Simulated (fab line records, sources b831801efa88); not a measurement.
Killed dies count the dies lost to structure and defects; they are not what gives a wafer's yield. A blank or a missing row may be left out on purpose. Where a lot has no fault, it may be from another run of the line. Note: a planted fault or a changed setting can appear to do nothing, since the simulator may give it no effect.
fab line records ; flow sfqLine
record lots=5; wafers=15; lastDay=91
route steps=325 shown C5@240 M6@251 I6@266 M7@281 M8@325
lots untouched by any fault: they come from a run of this same line in which no faults occurred
startH: the number of hours between the record's first day and the start of the first shown wafer of the lot ; waitH: hours since the lot's step before ; " the same as in the row above ; L1.1+2: a row that stands for several wafers ; - no value present, or no start provided ; * or withheld: withheld ; < > ~ a bound
route shown NAME@n: names a module that has steps shown in the file, with the first one's number in the route ; usual: average and standard deviation across the fault-free wafers ; same: alike in all rows ; chamber/n: place in a boat ; sites: the reading at each site ; _std_site: their standard deviation ; _edge_site: outer sites' mean less inner sites' ; radiusMm: how far each site lies from the wafer's centre ; mask NAME#n: copy n ; behind: the most recent tool/chamber to have shaped the wafer ; hold: why the lot was held/for how many hours/how that ended ; device: which transistor (n, p or np) failed to switch ; end of line: tests run on the same wafers once the route is complete ; step lacking rows: just its recipe ; killed: dies that structure and defects cost at the first sort, which is not the same as the wafer's yield ; map: the dies of a wafer, with x for killed, . for not killed, _ for no die there
set.NAME: the run value of the setting; set.NAME@STEP: its run value at that earlier step ; model.NAME: the simulator's own value behind a step, which no gauge read
lots at some steps of the route; a table a step, a row a wafer
services: when a tool's chamber went out of use (startH, in hours from the record's first day, below 0 if earlier), for how many hours, and the reason
## steps
# step SFQ_TRILAYER_C5_LITHO_COAT_156
# recipe resist=BARC; spinRpm=3000; resistThkNm=62
# step SFQ_TRILAYER_C5_LITHO_COAT_151
# recipe resist=KrF; spinRpm=3000; resistThkNm=650
# step SFQ_TRILAYER_C5_LITHO_SOFTBAKE_155
# recipe tempC=withheld; timeS=withheld; resist=KrF
# step SFQ_TRILAYER_C5_LITHO_EXPOSE_152
# recipe maskId=C5; na=0.6; sourceShape=conventional; sigmaOuter=0.65; targetCdNm=500; doseMj=21.3
# step SFQ_TRILAYER_C5_LITHO_PEB_154
# recipe pebTempC=115; pebTimeS=60; resist=KrF
# step SFQ_TRILAYER_C5_LITHO_DEVELOP_153
# recipe timeS=60; resist=KrF
# step SFQ_C5_OVL_MEAS_937
# usual C5_OVL=0/5
lot.wafer;tool;chamber;startH;waitH;C5_OVL[nm]
L961.2;overlay-02;-;1742.47;0.1;5
L961.3;overlay-02;-;1742.47;0.1;1
L961.5;overlay-02;-;1742.47;0.1;11
L970.1;overlay-01;-;1834.87;0.1;8
L970.2;overlay-01;-;1834.87;0.1;1
L970.6;overlay-01;-;1834.87;0.1;4
L973.1;overlay-01;-;1839.67;0.1;-3
L973.5;overlay-01;-;1839.67;0.1;-6
L973.6;overlay-01;-;1839.67;0.1;-7
L977.1;overlay-01;-;1876.54;0.1;9
L977.3;overlay-01;-;1876.54;0.1;4
L977.5;overlay-01;-;1876.54;0.1;2
L983.1;overlay-02;-;1884.94;0.1;7
L983.3;overlay-02;-;1884.94;0.1;4
L983.6;overlay-02;-;1884.94;0.1;-1
# step SFQ_TRILAYER_C5_BARC_OPEN_VIA_ETCH_210
# recipe maskMaterial=PR; chemistry=O2; targetDepthNm=125; target=BARC; sourceW=500; biasW=80; pressureMtorr=30; timeS=41.7
# usual biasW=80.04/0.27; drypumpMotorCurrentA=5.7/0.41; oesProductAu=0.685/0.0045
# same timeS=41.7
lot.wafer;tool;chamber;startH;waitH;biasW;drypumpMotorCurrentA;oesProductAu;rfHoursCounterH
L961.2;rieDiel-04;0;1742.50;0.0;79.97;5.4;0.685;10
L961.3;rieDiel-04;2;1742.50;0.0;79.94;5.5;0.680;16
L961.5;rieDiel-04;1;1742.50;0.0;79.64;6.2;0.694;-
L970.1;rieDiel-02;2;1834.90;0.0;79.48;5.9;0.685;4
L970.2;rieDiel-02;1;1834.90;0.0;80.08;5.2;0.686;18
L970.6;rieDiel-02;3;1834.90;0.0;80.51;6.2;0.692;-
L973.1;rieDiel-02;3;1839.70;0.0;80.04;6.2;0.678;14
L973.5;rieDiel-02;3;1839.70;0.0;80.06;6.2;0.679;-
L973.6;rieDiel-02;2;1839.70;0.0;79.88;5.9;0.684;-
L977.1;rieDiel-03;2;1876.57;0.0;79.87;4.7;0.682;4
L977.3;rieDiel-03;1;1876.57;0.0;80.37;5.6;0.682;14
L977.5;rieDiel-03;1;1876.57;0.0;80.02;5.6;0.679;-
L983.1;rieDiel-03;1;1884.97;0.0;80.00;5.6;0.685;14
L983.3;rieDiel-03;3;1884.97;0.0;79.73;5.7;0.685;13
L983.6;rieDiel-03;3;1884.97;0.0;79.75;5.7;0.687;-
# step SFQ_TRILAYER_C5_ETCH_VIA_ETCH_154
# recipe target=SiO2; maskMaterial=PR; chemistry=CHF3; targetDepthNm=84; sourceW=500; biasW=80; pressureMtorr=30; timeS=withheld; stopOn=Nb
# usual biasW=80.04/0.23; drypumpMotorCurrentA=5.7/0.4; oesProductAu=0.893/0.0082
lot.wafer;tool;chamber;startH;waitH;biasW;drypumpMotorCurrentA;oesProductAu
L961.2;rieDiel-04;0;1742.54;0.0;79.86;5.5;0.891
L961.3;rieDiel-04;2;1742.54;0.0;79.80;5.5;0.892
L961.5;rieDiel-04;1;1742.54;0.0;79.93;6.2;0.900
L970.1;rieDiel-02;2;1834.94;0.0;80.17;5.9;0.892
L970.2;rieDiel-02;1;1834.94;0.0;80.09;5.2;0.904
L970.6;rieDiel-02;3;1834.94;0.0;80.21;6.2;0.897
L973.1;rieDiel-02;3;1839.74;0.0;79.92;6.2;0.874
L973.5;rieDiel-02;3;1839.74;0.0;80.11;6.2;0.891
L973.6;rieDiel-02;2;1839.74;0.0;79.82;5.9;0.894
L977.1;rieDiel-03;2;1876.61;0.0;80.02;4.7;0.880
L977.3;rieDiel-03;1;1876.61;0.0;80.07;5.6;0.890
L977.5;rieDiel-03;1;1876.61;0.0;80.13;5.6;0.893
L983.1;rieDiel-03;1;1885.01;0.0;80.31;5.6;0.883
L983.3;rieDiel-03;3;1885.01;0.0;80.20;5.7;0.885
L983.6;rieDiel-03;3;1885.01;0.0;80.14;5.7;0.900
# step SFQ_TRILAYER_C5_STRIP_STRIP_155
# recipe gas=O2; powerW=200; platenTempC=40; overashFraction=0.65; chemistry=O2; pressureMtorr=50
# step SFQ_TRILAYER_C5_STRIP_SOLV_CLEAN_156
# recipe chemistry=NMP; tempC=70; timeS=600
# step SFQ_TRILAYER_M6_DEP_PRE_CLEAN_158
# recipe gas=Ar; timeS=22.5; biasV=250
# step SFQ_TRILAYER_M6_DEP_SPUTTER_157
# recipe material=Nb; basePressurePa=1.33e-06; chamberPressurePa=0.1333; substrateTempC=20; targetThkNm=200; powerW=2000; timeS=133.3
# usual throttleValvePct=30.5/0.97
lot.wafer;tool;chamber;startH;waitH;throttleValvePct;model.Nb_of_TRILAYER_M6_DEP_SPUTTER_157.thkNm
L961.2;pvdSputter-03;-;1743.59;0.0;28.9;202.9
L961.3;pvdSputter-03;-;1743.59;0.0;29.8;201.6
L961.5;pvdSputter-03;-;1743.59;0.0;30.1;202.5
L970.1;pvdSputter-03;-;1835.79;0.0;31.8;201.2
L970.2;pvdSputter-03;-;1835.79;0.0;31.8;199.5
L970.6;pvdSputter-03;-;1835.79;0.0;31.4;201.6
L973.1;pvdSputter-04;-;1840.59;0.0;30.7;198.4
L973.5;pvdSputter-04;-;1840.59;0.0;31.9;198.1
L973.6;pvdSputter-04;-;1840.59;0.0;30.7;197.5
L977.1;pvdSputter-04;-;1877.47;0.0;30.4;196.1
L977.3;pvdSputter-04;-;1877.47;0.0;31.8;198.5
L977.5;pvdSputter-04;-;1877.47;0.0;30.9;198.5
L983.1;pvdSputter-04;-;1885.88;0.0;31.8;267.1
L983.3;pvdSputter-04;-;1885.88;0.0;31.6;196.8
L983.6;pvdSputter-04;-;1885.88;0.0;29.5;198.7
# step SFQ_M6_RS_MEAS_938
# recipe thkMeasGauge=four-point-probe; reads=Nb_of_TRILAYER_M6_DEP_SPUTTER_157
# usual M6_NB_RS=0.894/0.0075
lot.wafer;tool;chamber;startH;waitH;hold;M6_NB_RS[ohm/sq]
L961.2;filmMetro-04;-;1743.70;0.1;-;0.879
L961.3;filmMetro-04;-;1743.70;0.1;-;0.883
L961.5;filmMetro-04;-;1743.70;0.1;-;0.880
L970.1;filmMetro-04;-;1835.88;0.0;-;0.887
L970.2;filmMetro-04;-;1835.88;0.0;-;0.893
L970.6;filmMetro-04;-;1835.88;0.0;-;0.884
L973.1;filmMetro-02;-;1840.68;0.0;-;0.896
L973.5;filmMetro-02;-;1840.68;0.0;-;0.897
L973.6;filmMetro-02;-;1840.68;0.0;-;0.901
L977.1;filmMetro-01;-;1877.63;0.1;-;0.910
L977.3;filmMetro-01;-;1877.63;0.1;-;0.897
L977.5;filmMetro-01;-;1877.63;0.1;-;0.898
L983.1;filmMetro-01;-;1885.99;0.1;awaitDispo/0.2h/release;0.665
L983.3;filmMetro-01;-;1885.99;0.1;awaitDispo/0.2h/release;0.905
L983.6;filmMetro-01;-;1885.99;0.1;awaitDispo/0.2h/release;0.897
L983.1;filmMetro-01;-;1886.27;0.3;-;0.665
L983.3;filmMetro-01;-;1886.27;0.3;-;0.907
L983.6;filmMetro-01;-;1886.27;0.3;-;0.898
# step SFQ_TRILAYER_M6_LITHO_COAT_159
# recipe resist=KrF; spinRpm=3000; resistThkNm=600
# step SFQ_TRILAYER_M6_LITHO_SOFTBAKE_163
# recipe tempC=withheld; timeS=withheld; resist=KrF
# step SFQ_TRILAYER_M6_LITHO_EXPOSE_160
# recipe maskId=M6; na=0.6; sourceShape=conventional; sigmaOuter=0.65; targetCdNm=500; doseMj=14.4
# step SFQ_TRILAYER_M6_LITHO_PEB_162
# recipe pebTempC=115; pebTimeS=60; resist=KrF
# step SFQ_TRILAYER_M6_LITHO_DEVELOP_161
# recipe timeS=60; resist=KrF
# step SFQ_M6_OVL_MEAS_940
# usual M6_OVL=1/5
lot.wafer;tool;chamber;startH;waitH;M6_OVL[nm]
L961.2;overlay-02;-;1746.12;0.1;-1
L961.3;overlay-02;-;1746.12;0.1;0
L961.5;overlay-02;-;1746.12;0.1;2
L970.1;overlay-02;-;1839.46;0.1;-4
L970.2;overlay-02;-;1839.46;0.1;6
L970.6;overlay-02;-;1839.46;0.1;6
L973.1;overlay-01;-;1845.46;0.1;5
L973.5;overlay-01;-;1845.46;0.1;7
L973.6;overlay-01;-;1845.46;0.1;1
L977.1;overlay-01;-;1895.96;0.1;-1
L977.3;overlay-01;-;1895.96;0.1;-2
L977.5;overlay-01;-;1895.96;0.1;-6
L983.1;overlay-01;-;1904.36;0.1;8
L983.3;overlay-01;-;1904.36;0.1;4
L983.6;overlay-01;-;1904.36;0.1;1
# step SFQ_TRILAYER_M6_BARC_OPEN_METAL_ETCH_206
# recipe maskMaterial=PR; chemistry=O2; targetDepthNm=125; target=BARC; icpW=600; biasW=80; pressureMtorr=10; timeS=41.7
# step SFQ_TRILAYER_M6_ETCH_METAL_ETCH_162
# recipe target=Nb; stopOn=SiO2; maskMaterial=PR; chemistry=Cl2/Ar; targetDepthNm=240; icpW=600; biasW=80; pressureMtorr=10; timeS=120
# usual biasW=79.98/0.25; drypumpMotorCurrentA=5.9/0.34; oesProductAu=0.892/0.0066
# same timeS=120
lot.wafer;tool;chamber;startH;waitH;biasW;drypumpMotorCurrentA;oesProductAu;rfHoursCounterH
L961.2;rieMetal-02;0;1746.23;0.1;80.44;6.1;0.901;98
L961.3;rieMetal-02;1;1746.23;0.1;80.13;5.6;0.884;-
L961.5;rieMetal-02;0;1746.23;0.1;80.45;6.1;0.910;-
L970.1;rieMetal-01;0;1839.56;0.0;79.88;5.4;0.899;55
L970.2;rieMetal-01;1;1839.56;0.0;80.00;5.6;0.890;117
L970.6;rieMetal-01;1;1839.56;0.0;80.06;5.6;0.906;-
L973.1;rieMetal-02;1;1845.56;0.0;80.23;5.6;0.883;60
L973.5;rieMetal-02;0;1845.56;0.0;79.99;6.1;0.882;-
L973.6;rieMetal-02;1;1845.56;0.0;80.14;5.6;0.883;-
L977.1;rieMetal-01;1;1896.06;0.0;80.43;5.6;0.879;127
L977.3;rieMetal-01;0;1896.06;0.0;80.01;5.4;0.884;-
L977.5;rieMetal-01;0;1896.06;0.0;79.75;5.4;0.892;-
L983.1;rieMetal-02;0;1904.46;0.0;80.04;6.0;1.000;121
L983.3;rieMetal-02;1;1904.46;0.0;79.42;5.5;0.888;-
L983.6;rieMetal-02;1;1904.46;0.0;80.31;5.5;0.891;-
# step SFQ_TRILAYER_M6_STRIP_STRIP_163
# recipe gas=O2; powerW=200; platenTempC=40; overashFraction=0.65; chemistry=O2; pressureMtorr=50
# step SFQ_TRILAYER_M6_STRIP_SOLV_CLEAN_164
# recipe chemistry=NMP; tempC=70; timeS=600
# step SFQ_TRILAYER_I6_DEP_PECVD_165
# recipe material=SiO2; tempC=150; timeS=111.11; pressureTorr=2.4; rfW=183.3; precursor=SiH4/N2O; targetThkNm=500
# step SFQ_TRILAYER_I6_CMP_CMP_166
# recipe material=SiO2; downForcePsi=3; platenRpm=60; padVelocityMS=0.94248
# usual headPressurePsi=3.000/0.0061; motorCurrentA=9.8/0.82; timeToEndpointS=211/5.9
lot.wafer;tool;chamber;startH;waitH;headPressurePsi;motorCurrentA;timeToEndpointS
L961.2;cmp-02;0;1747.45;0.0;3.000;9.7;217
L961.3;cmp-02;1;1747.45;0.0;3.009;9.9;211
L961.5;cmp-02;1;1749.95;2.5;2.996;10.2;214
L970.2;cmp-02;0;1844.22;3.7;3.006;9.8;208
L970.1;cmp-02;2;1845.22;4.7;2.997;10.3;206
L970.6;cmp-02;0;1846.22;5.7;3.001;10.1;214
L973.1;cmp-01;2;1850.18;3.7;3.004;10.3;212
L973.6;cmp-01;0;1851.18;4.6;3.006;8.6;212
L973.5;cmp-01;1;1851.18;4.6;3.009;9.1;224
L977.1;cmp-01;0;1897.54;0.5;2.995;8.3;204
L977.3;cmp-01;2;1898.54;1.5;3.011;10.2;204
L977.5;cmp-01;3;1898.54;1.5;2.999;11.1;205
L983.3;cmp-01;3;1909.77;4.4;3.002;9.7;212
L983.1;cmp-01;1;1910.77;5.4;3.002;8.7;213
L983.6;cmp-01;3;1911.77;6.3;3.007;9.7;217
# step SFQ_I6_BOW_MEAS_941
# recipe mode=bow
# usual I6_BOW=7/10
lot.wafer;tool;chamber;startH;waitH;I6_BOW[um]
L961.2;filmMetro-03;-;1750.47;2.5;-2
L961.3;filmMetro-03;-;1750.47;2.5;-3
L961.5;filmMetro-03;-;1750.47;2.5;3
L970.1;filmMetro-02;-;1847.22;1.5;21
L970.2;filmMetro-02;-;1847.22;1.5;3
L970.6;filmMetro-02;-;1847.22;1.5;15
L973.1;filmMetro-03;-;1852.18;1.5;18
L973.5;filmMetro-03;-;1852.18;1.5;1
L973.6;filmMetro-03;-;1852.18;1.5;15
L977.1;filmMetro-01;-;1900.04;2.0;16
L977.3;filmMetro-01;-;1900.04;2.0;14
L977.5;filmMetro-01;-;1900.04;2.0;20
L983.1;filmMetro-03;-;1912.27;1.0;-5
L983.3;filmMetro-03;-;1912.27;1.0;0
L983.6;filmMetro-03;-;1912.27;1.0;-14
# step SFQ_TRILAYER_I6_METRO_MEASURE_167
# step SFQ_TRILAYER_I6_VIA_LITHO_COAT_174
# recipe resist=BARC; spinRpm=3000; resistThkNm=62
# step SFQ_TRILAYER_I6_VIA_LITHO_COAT_169
# recipe resist=KrF; spinRpm=3000; resistThkNm=650
# step SFQ_TRILAYER_I6_VIA_LITHO_SOFTBAKE_173
# recipe tempC=withheld; timeS=withheld; resist=KrF
# step SFQ_TRILAYER_I6_VIA_LITHO_EXPOSE_170
# recipe maskId=I6; na=0.6; sourceShape=conventional; sigmaOuter=0.65; targetCdNm=700; doseMj=21.3
# step SFQ_TRILAYER_I6_VIA_LITHO_PEB_172
# recipe pebTempC=115; pebTimeS=60; resist=KrF
# step SFQ_TRILAYER_I6_VIA_LITHO_DEVELOP_171
# recipe timeS=60; resist=KrF
# step SFQ_I6_OVL_MEAS_942
# usual I6_OVL=-5/4.8
lot.wafer;tool;chamber;startH;waitH;I6_OVL[nm]
L961.2;overlay-01;-;1863.47;0.1;-10
L961.3;overlay-01;-;1863.47;0.1;-3
L961.5;overlay-01;-;1863.47;0.1;-8
L970.1;overlay-01;-;1938.46;0.1;-14
L970.2;overlay-01;-;1938.46;0.1;-9
L970.6;overlay-01;-;1938.46;0.1;-9
L973.1;overlay-01;-;1943.26;0.1;-2
L973.5;overlay-01;-;1943.26;0.1;-2
L973.6;overlay-01;-;1943.26;0.1;-9
L977.1;overlay-01;-;1988.86;0.1;-4
L977.3;overlay-01;-;1988.86;0.1;-5
L977.5;overlay-01;-;1988.86;0.1;-6
L983.1;overlay-01;-;1998.46;0.1;-6
L983.3;overlay-01;-;1998.46;0.1;-8
L983.6;overlay-01;-;1998.46;0.1;1
# step SFQ_TRILAYER_I6_VIA_BARC_OPEN_VIA_ETCH_235
# recipe maskMaterial=PR; chemistry=O2; targetDepthNm=125; target=BARC; sourceW=500; biasW=80; pressureMtorr=30; timeS=41.7
# step SFQ_TRILAYER_I6_VIA_ETCH_VIA_ETCH_172
# recipe target=SiO2; stopOn=Nb; maskMaterial=PR; taperDeg=20; chemistry=CHF3; targetDepthNm=260; sourceW=500; biasW=80; pressureMtorr=30; timeS=withheld
# usual biasW=80.03/0.26; drypumpMotorCurrentA=5.7/0.4; oesProductAu=0.853/0.0057
lot.wafer;tool;chamber;startH;waitH;biasW;drypumpMotorCurrentA;oesProductAu
L961.2;rieDiel-03;2;1863.54;0.0;80.17;4.7;0.845
L961.3;rieDiel-03;0;1863.54;0.0;80.22;5.6;0.853
L961.5;rieDiel-03;3;1863.54;0.0;79.73;5.8;0.858
L970.1;rieDiel-03;2;1938.54;0.0;80.18;4.7;0.857
L970.2;rieDiel-03;3;1938.54;0.0;79.91;5.8;0.857
L970.6;rieDiel-03;1;1938.54;0.0;79.92;5.7;0.845
L973.1;rieDiel-02;0;1943.34;0.0;80.00;5.9;0.856
L973.5;rieDiel-02;3;1943.34;0.0;80.19;6.2;0.858
L973.6;rieDiel-02;2;1943.34;0.0;80.18;5.9;0.856
L977.1;rieDiel-03;2;1988.94;0.0;80.19;4.6;0.860
L977.3;rieDiel-03;1;1988.94;0.0;80.29;5.6;0.851
L977.5;rieDiel-03;0;1988.94;0.0;80.19;5.5;0.853
L983.1;rieDiel-03;1;1998.54;0.0;80.21;5.6;0.864
L983.3;rieDiel-03;3;1998.54;0.0;80.20;5.8;0.863
L983.6;rieDiel-03;3;1998.54;0.0;80.14;5.7;0.859
# step SFQ_TRILAYER_I6_VIA_STRIP_STRIP_173
# recipe gas=O2; powerW=200; platenTempC=40; overashFraction=0.65; chemistry=O2; pressureMtorr=50
# usual drypumpMotorCurrentA=6.2/0.46; oesProductAu=1.004/0.0086
lot.wafer;tool;chamber;startH;waitH;drypumpMotorCurrentA;oesProductAu;rfHoursCounterH
L961.2;rieMetal-01;0;1863.65;-;5.3;0.984;59
L961.3;rieMetal-01;1;1863.65;-;5.6;1.005;-
L961.5;rieMetal-01;0;1863.65;-;5.4;0.990;-
L970.1;rieMetal-01;1;1938.65;-;5.6;0.989;134
L970.2;rieMetal-01;0;1938.65;-;5.4;0.990;71
L970.6;rieMetal-01;1;1938.65;-;5.6;0.996;-
L973.1;rieMetal-01;0;1943.45;-;5.4;0.986;71
L973.5;rieMetal-01;0;1943.45;-;5.4;0.983;-
L973.6;rieMetal-01;1;1943.45;-;5.6;0.994;-
L977.1;rieMetal-04;0;1989.05;-;6.5;1.007;77
L977.3;rieMetal-04;1;1989.05;-;6.7;1.007;-
L977.5;rieMetal-04;1;1989.05;-;6.7;1.001;-
L983.1;rieMetal-01;0;1998.65;-;5.4;0.992;84
L983.3;rieMetal-01;0;1998.65;-;5.3;0.986;-
L983.6;rieMetal-01;0;1998.65;-;5.4;0.986;-
# step SFQ_TRILAYER_I6_VIA_STRIP_SOLV_CLEAN_174
# recipe chemistry=NMP; tempC=70; timeS=600
# step SFQ_TRILAYER_M7_DEP_PRE_CLEAN_176
# recipe gas=Ar; timeS=22.5; biasV=250
# step SFQ_M8_BOW_MEAS_951
# recipe mode=bow
# usual M8_BOW=9/9.5
lot.wafer;tool;chamber;startH;waitH;M8_BOW[um];model.etest.m6.combLog10Ohm;model.etest.m6.ohmSq
L961.2;filmMetro-04;-;1991.97;0.0;1;12;0.8781
L961.3;filmMetro-04;-;1991.97;0.0;2;12;0.884
L961.5;filmMetro-04;-;1991.97;0.0;6;12;0.88
L970.1;filmMetro-04;-;2133.40;0.0;21;12;0.8856
L970.2;filmMetro-04;-;2133.40;0.0;4;12;0.893
L970.6;filmMetro-04;-;2133.40;0.0;15;12;0.8836
L973.1;filmMetro-04;-;2143.00;0.0;20;12;0.8979
L973.5;filmMetro-04;-;2143.00;0.0;4;12;0.8994
L973.6;filmMetro-04;-;2143.00;0.0;18;12;0.9022
L977.1;filmMetro-01;-;2175.11;0.0;19;12;0.9086
L977.3;filmMetro-01;-;2175.11;0.0;18;12;0.8977
L977.5;filmMetro-01;-;2175.11;0.0;24;12;0.8977
L983.1;filmMetro-02;-;2183.34;0.0;-3;0;0.6671
L983.3;filmMetro-02;-;2183.34;0.0;4;12;0.9053
L983.6;filmMetro-02;-;2183.34;0.0;-11;12;0.8969
## services
tool;chamber;startH;hours;kind
rieDiel-02;0;1722.91;16.1;repair
cmp-01;-;1730.77;2.6;repair
rieDiel-02;1;1736.06;1.7;repair
rieDiel-03;3;1757.79;6.9;repair
cmp-01;-;1774.09;4.0;pm
rieDiel-03;0;1788.05;6.0;repair
rieDiel-03;-;1789.89;0.4;repair
rieDiel-02;2;1793.02;4.3;repair
rieDiel-02;-;1828.77;0.7;repair
rieMetal-01;0;1843.55;2.5;repair
cmp-01;-;1862.41;4.9;repair
cmp-01;-;1872.22;0.3;repair
rieDiel-02;1;1884.70;3.0;repair
pvdSputter-04;-;1887.56;6.5;repair
rieDiel-03;2;1889.65;6.9;repair
cmp-01;-;1903.64;5.6;pm
cmp-01;-;1914.23;1.6;repair
rieMetal-02;-;1919.31;0.6;repair
rieDiel-03;1;1920.55;2.6;repair
rieDiel-02;1;1929.05;21.4;repair
rieDiel-03;2;1944.95;3.7;repair
pvdSputter-04;-;1961.12;15.2;repair
rieMetal-02;-;1977.56;2.8;pm
rieMetal-01;-;1985.82;1.4;pm
## key
firstSign step=SFQ_M6_RS_MEAS_938; reading=visit; direction=added
effect step=SFQ_M6_RS_MEAS_938; reading=M6_NB_RS; direction=down; sigmas=31; usual=0.894; struck=0.665
effect step=SFQ_TRILAYER_M6_ETCH_METAL_ETCH_162; reading=oesProductAu; direction=up; sigmas=17; usual=0.892; struck=1.000
modelEffect step=SFQ_TRILAYER_M6_DEP_SPUTTER_157; value=Nb_of_TRILAYER_M6_DEP_SPUTTER_157.thkNm; without=199.5; struck=267.1
modelEffect step=SFQ_M8_BOW_MEAS_951; value=etest.m6.combLog10Ohm; without=12; struck=0
metAt SFQ_TRILAYER_M6_DEP_SPUTTER_157
struckWafers L983.1
onsetBetween 1877.47 1885.88
fault kind=processParameterDrift; tool=pvdSputter-04; chamber=-; onsetH=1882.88; steps=SFQ_TRILAYER_M6_DEP_SPUTTER_157; channel=targetThkNm; offset=67.54; shape=step; endH=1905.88; scope=struckWafersOnly; actsIn=theseRecipesOnly; stated=200
